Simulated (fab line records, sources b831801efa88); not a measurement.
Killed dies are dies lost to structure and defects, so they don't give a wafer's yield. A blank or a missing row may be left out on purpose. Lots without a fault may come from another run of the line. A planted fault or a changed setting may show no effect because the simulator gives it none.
fab line records | flow sky130
record lots=6 wafers=18 last_day=50
route steps=708 shown METAL4@627 VIA4@639
lots that met no fault: from a run of the same line without faults
start_h: hours from the record's first day to the start of the lot's first wafer shown | wait_h: hours since the lot's step before | " the same as in the row above | L1.1+2: a row that stands for several wafers | - no value, or no start given | * or withheld: withheld | < > ~ a bound
route shown NAME@n: a module of which the file shows steps, and the number in the route of the first | usual: mean/standard deviation of fault-free wafers | same: alike in all rows | chamber/n: place in a boat | sites: the reading at each site | _std_site: their standard deviation | _edge_site: outer sites' mean less inner sites' | radius_mm: how far each site lies from the wafer's centre | mask NAME#n: copy n | behind: the tool/chamber that last shaped the wafer | hold: why the lot was held/for how many hours/how that ended | device: the transistor (n, p or np) that didn't switch | end of line: the same wafers' tests at the end of the route | a step without rows: its recipe alone | killed: dies lost to structure and defects at the first sort, not the wafer's yield | map: a wafer's dies, x killed, . not, _ none there
set.NAME: the setting as run; set.NAME@STEP: as run at that earlier step | model.NAME: the simulator's own value behind a step, which no gauge read
lots at some steps of the route; a table a step, a row a wafer
services: from which hour (start_h, from the record's first day; less than 0 if before it) a tool's chamber was out of use, for how many hours, and why
## steps
# step SKY_METAL4_PEB_11
# recipe peb_temp_c=withheld peb_time_s=withheld resist=KrF-thick
# step SKY_METAL4_DEVELOP_12
# recipe develop_time_s=60 resist=KrF-thick dev_temp_c=21
# step SKY_METAL4_CD_MEAS_13
# recipe target_cd_nm=300
# usual cd_nm=300.3/1.7
# columns lot.wafer tool chamber start_h wait_h cd_nm
L749.2 cd_sem-02 - 998.09 - 300.4
L749.4 " - " " 302.6
L749.5 " - " " 301.7
L752.1 cd_sem-01 - 1021.52 - 301.4
L752.4 " - " " 301.1
L752.5 " - " " 300.0
L764.1 cd_sem-02 - 1096.72 - 302.1
L764.3 " - " " 300.2
L764.5 " - " " 300.3
L765.2 cd_sem-01 - 1102.76 - 301.3
L765.4 " - " " 300.5
L765.6 " - " " 300.3
L766.3 cd_sem-02 - 1104.96 - 300.3
L766.4 " - " " 301.9
L766.5 " - " " 301.2
L769.2 cd_sem-01 - 1126.31 - 299.4
L769.4 " - " " 299.7
L769.5 " - " " 300.1
# step SKY_METAL4_OVL_MEAS_14
# usual METAL4_OVL=2/6.2
# columns lot.wafer tool chamber start_h wait_h METAL4_OVL[nm]
L749.2 overlay-02 - 998.20 0.1 2
L749.4 " - " " -3
L749.5 " - " " 6
L752.1 overlay-02 - 1021.64 0.1 0
L752.4 " - " " 5
L752.5 " - " " 0
L764.1 overlay-01 - 1096.84 0.1 8
L764.3 " - " " 4
L764.5 " - " " -2
L765.2 overlay-01 - 1102.87 0.1 -4
L765.4 " - " " 2
L765.6 " - " " 9
L766.3 overlay-02 - 1105.05 0.1 0
L766.4 " - " " -5
L766.5 " - " " 9
L769.2 overlay-02 - 1126.42 0.1 -1
L769.4 " - " " 1
L769.5 " - " " -6
# step SKY_METAL4_DESCUM_15
# recipe chemistry=O2 source_power_w=150 bias_power_w=0 pressure_mtorr=10 temp_c=40 time_s=8
# usual drypump_motor_current_A=6.01/0.26 oes_product_au=0.987/0.02
# columns lot.wafer tool chamber start_h wait_h drypump_motor_current_A oes_product_au rf_hours_counter_h
L749.2 rie_metal-03 1 998.23 0.0 5.69 0.993 1
L749.4 " 1 " " 5.69 0.997 -
L749.5 " 0 " " 6.02 0.974 -
L752.1 rie_metal-03 1 1021.68 0.0 5.69 0.988 2
L752.4 " 0 " " 6.01 0.983 -
L752.5 " 0 " " 6.03 0.978 -
L764.1 rie_metal-03 0 1096.88 0.0 6.02 0.976 14
L764.3 " 1 " " 5.72 0.986 -
L764.5 " 1 " " 5.71 0.986 -
L765.2 rie_metal-02 0 1102.90 0.0 6.06 1.001 18
L765.4 " 0 " " 6.07 0.995 -
L765.6 " 0 " " 6.06 0.988 -
L766.3 rie_metal-01 1 1105.10 0.0 6.44 1.022 -
L766.4 " 1 " " 6.48 1.018 -
L766.5 " 1 " " 6.45 1.023 -
L769.2 rie_metal-02 1 1126.45 0.0 5.71 0.964 13
L769.4 " 1 " " 5.73 0.966 -
L769.5 " 0 " " 6.06 0.991 -
# step SKY_METAL4_ETCH_16
# recipe chemistry=N2/H2 target=BARC ion_energy_ev=200 bias_w=100 pressure_mtorr=30 n2_flow_sccm=100 h2_flow_sccm=200 icp_w=500 stop_on=SiO2 time_s=88.2 target_depth_a=600
# usual drypump_motor_current_A=6.02/0.25 h2_flow_sccm=199.9/0.55 oes_product_au=0.626/0.0048 throttle_valve_pct=13.204/0.0085
# columns lot.wafer tool chamber start_h wait_h drypump_motor_current_A h2_flow_sccm oes_product_au rf_hours_counter_h throttle_valve_pct
L749.2 rie_metal-03 1 998.26 0.0 5.71 199.5 0.632 1 13.221
L749.4 " 1 " " 5.71 199.8 0.632 - 13.191
L749.5 " 0 " " 6.01 199.6 0.624 - 13.197
L752.1 rie_metal-03 1 1021.71 0.0 5.71 200.7 0.628 2 13.208
L752.4 " 0 " " 6.02 199.6 0.624 - 13.212
L752.5 " 0 " " 6.01 200.1 0.621 - 13.213
L764.1 rie_metal-03 0 1096.91 0.0 6.04 199.9 0.627 14 13.206
L764.3 " 1 " " 5.69 201.4 0.626 - 13.188
L764.5 " 1 " " 5.70 200.6 0.631 - 13.194
L765.2 rie_metal-02 0 1102.93 0.0 6.10 199.9 0.619 18 13.191
L765.4 " 0 " " 6.12 200.1 0.631 - 13.209
L765.6 " 0 " " 6.12 200.6 0.633 - 13.201
L766.3 rie_metal-01 1 1105.20 0.1 6.46 199.9 0.629 - 13.217
L766.4 " 1 " " 6.37 199.2 0.628 - 13.205
L766.5 " 1 " " 6.40 200.1 0.631 - 13.197
L769.2 rie_metal-02 1 1126.48 0.0 5.74 199.9 0.631 13 13.205
L769.4 " 1 " " 5.75 200.3 0.633 - 13.203
L769.5 " 0 " " 6.09 199.7 0.630 - 13.205
# step SKY_METAL4_ETCH_17
# recipe target=SiO2 stop_on=TiN chemistry=C4F8/O2/Ar source_w=1500 bias_w=1200 pressure_mtorr=40 c4f8_flow_sccm=withheld O2_flow_sccm=6 Ar_flow_sccm=300 time_s=3.9 target_depth_a=150
# usual oes_product_au=0.752/0.0077
# columns lot.wafer tool chamber start_h wait_h oes_product_au rf_hours_counter_h
L749.2 rie_diel-02 2 998.36 0.1 0.760 10
L749.4 " 0 " " 0.757 8
L749.5 " 3 " " 0.752 -
L752.1 rie_diel-02 3 1021.81 0.1 0.753 5
L752.4 " 2 " " 0.752 11
L752.5 " 3 " " 0.764 -
L764.1 rie_diel-01 1 1097.01 0.1 0.759 22
L764.3 " 2 " " 0.743 21
L764.5 " 2 " " 0.753 -
L765.2 rie_diel-03 3 1103.03 0.1 0.751 29
L765.4 " 0 " " 0.757 9
L765.6 " 0 " " 0.762 -
L766.3 rie_diel-02 3 1105.34 0.1 0.747 8
L766.4 " 2 " " 0.746 14
L766.5 " 1 " " 0.752 -
L769.2 rie_diel-03 1 1126.58 0.1 0.743 27
L769.4 " 3 " " 0.755 30
L769.5 " 1 " " 0.743 -
# step SKY_METAL4_METAL_ETCH_18
# recipe target_depth_a=8450 stop_on=SiO2 over_etch_frac=0.3 time_s=183.1 chemistry=Cl2/BCl3 resist_sidewall_deg=88 pressure_mtorr=10 icp_w=900 bias_w=48.5 Cl2_flow_sccm=60 bcl3_flow_sccm=30
# usual drypump_motor_current_A=6.02/0.25 mfc_cl2_sccm=59.98/0.17 oes_product_au=0.866/0.0068 throttle_valve_pct=22.265/0.0087
# same over_etch_frac=0.3
# columns lot.wafer tool chamber start_h wait_h drypump_motor_current_A mfc_cl2_sccm oes_product_au rf_hours_counter_h throttle_valve_pct
L749.2 rie_metal-02 1 998.37 0.0 5.73 59.83 0.876 4 22.261
L749.4 " 1 " " 5.74 59.96 0.863 - 22.258
L749.5 " 1 " " 5.74 59.79 0.878 - 22.277
L752.1 rie_metal-02 0 1021.83 0.0 6.04 60.16 0.869 12 22.267
L752.4 " 1 " " 5.73 59.86 0.872 - 22.273
L752.5 " 0 " " 6.06 60.04 0.867 - 22.265
L764.1 rie_metal-02 0 1097.02 0.0 6.08 60.11 0.864 17 22.269
L764.3 " 1 " " 5.73 59.96 0.869 - 22.279
L764.5 " 0 " " 6.05 59.99 0.869 - 22.265
L765.2 rie_metal-03 1 1103.04 0.0 5.68 60.01 0.861 8 22.265
L765.4 " 1 " " 5.70 60.22 0.870 - 22.277
L765.6 " 0 " " 6.02 59.90 0.876 - 22.256
L766.3 rie_metal-03 1 1105.41 0.1 5.69 59.96 0.862 - 22.249
L766.4 " 0 " " 6.00 60.15 0.863 - 22.263
L766.5 " 1 " " 5.69 60.12 0.858 - 22.250
L769.2 rie_metal-03 1 1126.60 0.0 5.70 60.01 0.865 10 22.267
L769.4 " 0 " " 6.00 60.19 0.863 - 22.265
L769.5 " 1 " " 5.69 60.11 0.878 - 22.263
# step SKY_METAL4_STRIP_19
# recipe chemistry=O2/N2 power_w=1400 pressure_mtorr=1500 platen_temp_c=withheld o2_flow_sccm=3000 n2_flow_sccm=300 overash_fraction=0.5
# usual drypump_motor_current_A=5.6/0.54 o2_flow_sccm=3001/9.4 oes_product_au=0.508/0.0082 strip_time_to_endpoint_s=6.68/0.17
# columns lot.wafer tool chamber start_h wait_h drypump_motor_current_A o2_flow_sccm oes_product_au rf_hours_counter_h strip_time_to_endpoint_s
L749.2 plasma_asher-03 1 998.55 0.1 5.8 3001 0.507 57 6.87
L749.4 " 0 " " 6.1 2987 0.521 - 6.84
L749.5 " 1 " " 5.8 2993 0.505 - 6.88
L752.1 plasma_asher-03 1 1022.01 0.1 5.8 2998 0.501 59 6.55
L752.4 " 1 " " 5.8 3000 0.525 - 6.91
L752.5 " 0 " " 6.0 3011 0.502 - 6.64
L764.1 plasma_asher-02 0 1097.20 0.1 5.1 2998 0.509 34 6.69
L764.3 " 0 " " 5.1 2998 0.519 - 6.97
L764.5 " 1 " " 6.2 3011 0.501 - 6.67
L765.2 plasma_asher-04 0 1103.22 0.1 6.1 2984 0.505 4 6.61
L765.4 " 1 " " 4.9 3003 0.508 - 6.71
L765.6 " 1 " " 4.9 2998 0.519 - 6.84
L766.3 plasma_asher-04 0 1105.57 0.1 6.1 2993 0.499 - 6.69
L766.4 " 1 " " 4.9 3014 0.512 - 6.74
L766.5 " 1 " " 4.9 3012 0.505 - 6.58
L769.2 plasma_asher-04 1 1126.78 0.1 4.9 3025 0.509 6 6.75
L769.4 " 1 " " 4.9 3018 0.518 - 6.79
L769.5 " 1 " " 4.9 2998 0.509 - 6.74
# step SKY_METAL4_STRIP_20
# recipe chemistry=post_etch_residue_remover time_s=1200 temp_c=72.5
# step SKY_METAL4_CLEAN_21
# recipe chemistry=IPA time_s=180 temp_c=25
# step SKY_METAL4_CLEAN_22
# recipe chemistry=O3/DIW dry=n2_spin
# step SKY_VIA4_HDPCVD_00
# recipe material=SiO2 target_thk_nm=1750 sigma_open_frac=0.3 time_s=291.7 temp_c=400 sih4_flow_sccm=60 pressure_mtorr=6
# columns lot.wafer tool chamber start_h wait_h model.SiO2_of_VIA4_HDPCVD_00.thk_nm
L749.2 hdpcvd-02 2 999.19 0.0 1717
L749.4 " 2 " " 1730
L749.5 " 1 " " 1723
L752.1 hdpcvd-01 2 1022.63 0.0 1744
L752.4 " 0 " " 1757
L752.5 " 1 " " 1780
L764.1 hdpcvd-02 0 1097.79 0.0 600.1
L764.3 " 2 " " 576.8
L764.5 " 0 " " 577.2
L765.2 hdpcvd-02 0 1103.81 0.0 578.6
L765.4 " 1 " " 588.3
L765.6 " 2 " " 569.9
L766.3 hdpcvd-01 2 1106.13 0.0 1763
L766.4 " 2 " " 1775
L766.5 " 1 " " 1795
L769.2 hdpcvd-01 1 1127.37 0.0 1794
L769.4 " 1 " " 1798
L769.5 " 0 " " 1792
# step SKY_VIA4_THK_MEAS_01
# recipe reads=SiO2_of_VIA4_HDPCVD_00
# usual VIA4_HDPCVD_THK=1762/18
# columns lot.wafer tool chamber start_h wait_h hold VIA4_HDPCVD_THK[nm]
L749.2 film_metro-04 - 999.38 0.1 - 1719
L749.4 " - " " - 1730
L749.5 " - " " - 1724
L752.1 film_metro-04 - 1022.81 0.1 - 1746
L752.4 " - " " - 1758
L752.5 " - " " - 1781
L764.1 film_metro-04 - 1097.97 0.1 await_dispo/0.2h/release 600
L764.3 " - " " await_dispo/0.2h/release 577
L764.5 " - " " await_dispo/0.2h/release 577
L764.1 film_metro-04 - 1098.20 0.2 - 601
L764.3 " - " " - 577
L764.5 " - " " - 577
L765.2 film_metro-02 - 1104.00 0.1 await_dispo/0.2h/release 578
L765.4 " - " " await_dispo/0.2h/release 588
L765.6 " - " " await_dispo/0.2h/release 570
L765.2 film_metro-02 - 1104.23 0.2 - 579
L765.4 " - " " - 588
L765.6 " - " " - 570
L766.3 film_metro-02 - 1106.33 0.1 - 1763
L766.4 " - " " - 1776
L766.5 " - " " - 1796
L769.2 film_metro-02 - 1127.73 0.3 - 1794
L769.4 " - " " - 1799
L769.5 " - " " - 1792
## services
# columns tool chamber start_h hours kind
hdpcvd-02 0 975.30 4.6 repair
plasma_asher-04 - 975.90 1.7 repair
plasma_asher-04 - 991.81 4.0 repair
plasma_asher-04 - 1029.24 0.6 repair
rie_diel-03 2 1031.12 2.1 repair
hdpcvd-01 1 1037.89 9.8 repair
plasma_asher-04 - 1046.59 2.1 repair
rie_diel-01 - 1049.59 15.6 pm
plasma_asher-04 - 1055.25 9.0 pm
plasma_asher-04 0 1055.25 9.0 vent_cycle
plasma_asher-04 1 1055.25 9.0 vent_cycle
plasma_asher-04 0 1064.25 - clean
plasma_asher-04 1 1064.25 - clean
rie_metal-01 - 1064.44 0.4 repair
plasma_asher-03 - 1087.81 0.7 repair
hdpcvd-02 - 1091.77 0.8 pm
rie_diel-02 1 1106.66 - clean
rie_diel-02 1 1106.66 18.9 scheduled_down
rie_diel-02 1 1106.66 18.9 vent_cycle
rie_diel-01 3 1113.91 2.4 repair
rie_diel-03 - 1119.59 2.1 repair
rie_diel-01 3 1120.89 7.2 repair
hdpcvd-02 - 1121.32 2.8 pm
plasma_asher-03 - 1126.52 24.6 repair
## key
first_sign step=SKY_VIA4_THK_MEAS_01 reading=visit direction=added
effect step=SKY_VIA4_THK_MEAS_01 reading=VIA4_HDPCVD_THK direction=down sigmas=65 usual=1762 struck=582
model_effect step=SKY_VIA4_HDPCVD_00 value=SiO2_of_VIA4_HDPCVD_00.thk_nm without=1758 struck=581.8
met_at SKY_VIA4_HDPCVD_00
struck_wafers L764.1,L764.3,L764.5,L765.2,L765.4,L765.6
scrapped_behind SKY_VIA4_THK_MEAS_01 L764.1,L764.3,L764.5,L765.2,L765.4,L765.6
onset_between 999.19 1097.79
fault kind=process_parameter_drift tool=hdpcvd-02 chamber=- onset_h=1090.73 steps=SKY_VIA4_HDPCVD_00 channel=target_thk_nm offset=-1176.5 shape=step end_h=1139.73 acts_in=these_recipes_only stated=1750
